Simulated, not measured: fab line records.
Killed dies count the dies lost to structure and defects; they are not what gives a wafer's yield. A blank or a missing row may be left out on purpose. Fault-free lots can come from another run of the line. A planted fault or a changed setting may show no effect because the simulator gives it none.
Problem report, 8D (eight disciplines) form, completed by code -- flow sky130 -- the parts of the form that need people (team, actions taken, sign-off) are left out

## 1. PROBLEM STATEMENT
At SKY_METAL3_SPUTTER_04, chamber-pressure-pa averages 0.3751 Pa over 2 wafers from 2 lots, while fault-free wafers read 0.3999 Pa, standard deviation 0.0008. Relative to the usual mean, that is a shift of -31 standard deviations.
The step: material TiN, target thk 70 nm, time 58.3 s.
The first sign was on wafer L251.4 at day 42 00:49, on pvd-sputter-04. Wafers with a number at this step in the record: 36, from 12 lots. Rule for "out", or "out of limits": more than 4 standard deviations from the usual mean. The other wafers with a number count as sound.

## 2. WHAT IT IS AND WHAT IT IS NOT
question,is,is not
which readings at this step,chamber-pressure-pa,throttle-valve-pct
which lots,"L251, L252","L232, L233, L234, L235, L237, L241, L243, L250, L254, L255"
which wafers of those lots,"L251.4, L252.3","L251.3, L251.6, L252.4, L252.6"
read on which tools,pvd-sputter-04,"pvd-sputter-02, pvd-sputter-03"
when,from day 42 00:49,"up to then (26 sound wafers); but 8 sound wafers of L252, L254, L255 came after"

## 3. SUSPECTS, AND WHAT RULES EACH OUT
Counting: any tool at a process step up to the reading remains a suspect provided it ran every lot that is out. Sound lots after the first of them don't rule it out here, since some wafers of a struck lot are sound.
- pvd-sputter-04 at SKY_METAL3_SPUTTER_04 (material TiN, target thk 70 nm, time 58.3 s): kept. It processed each lot that is out (first: L251, day 42 00:49); up to then, its last sound lot is L241 (day 39 04:25). Out on those wafers are its own readings of chamber-pressure-pa.
Left after counting: pvd-sputter-04 at SKY_METAL3_SPUTTER_04.

## 4. THE CAUSE (what the simulator had put in)
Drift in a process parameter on pvd-sputter-04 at SKY_METAL3_SPUTTER_04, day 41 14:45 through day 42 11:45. From 0.4, the setting chamber-pressure-pa moved by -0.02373. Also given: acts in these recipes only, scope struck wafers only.
The count eliminated every tool but this one.

## 5. THE EFFECT CHAIN, in route order
Each row: a reading whose mean over the struck wafers that have a number lies more than 3 standard deviations from the usual. Readings are gone through only where the record gives a usual standard deviation; hours: the median, over the lots, of the time from a lot's start at the first step in this table giving one to that lot's start at this step; sigmas: the change measured in usual standard deviations.
hours,step,reading,usual,on struck wafers,change,sigmas
0,SKY_METAL3_SPUTTER_04,chamber-pressure-pa,0.3999 Pa,0.3751,-0.0248,-31
Its process steps:
- SKY_METAL3_SPUTTER_04: material TiN, target thk 70 nm, time 58.3 s.
Later steps that measure or inspect, where all struck wafers having a row at the step show a number for every such reading and not one has moved that far: SKY_CAPM_THK_MEAS_04.

## 6. HOW IT WOULD HAVE BEEN CAUGHT EARLIER
10 hours passed between the start of the fault at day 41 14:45 and the first reading out of limits in this record, taken at day 42 00:49.
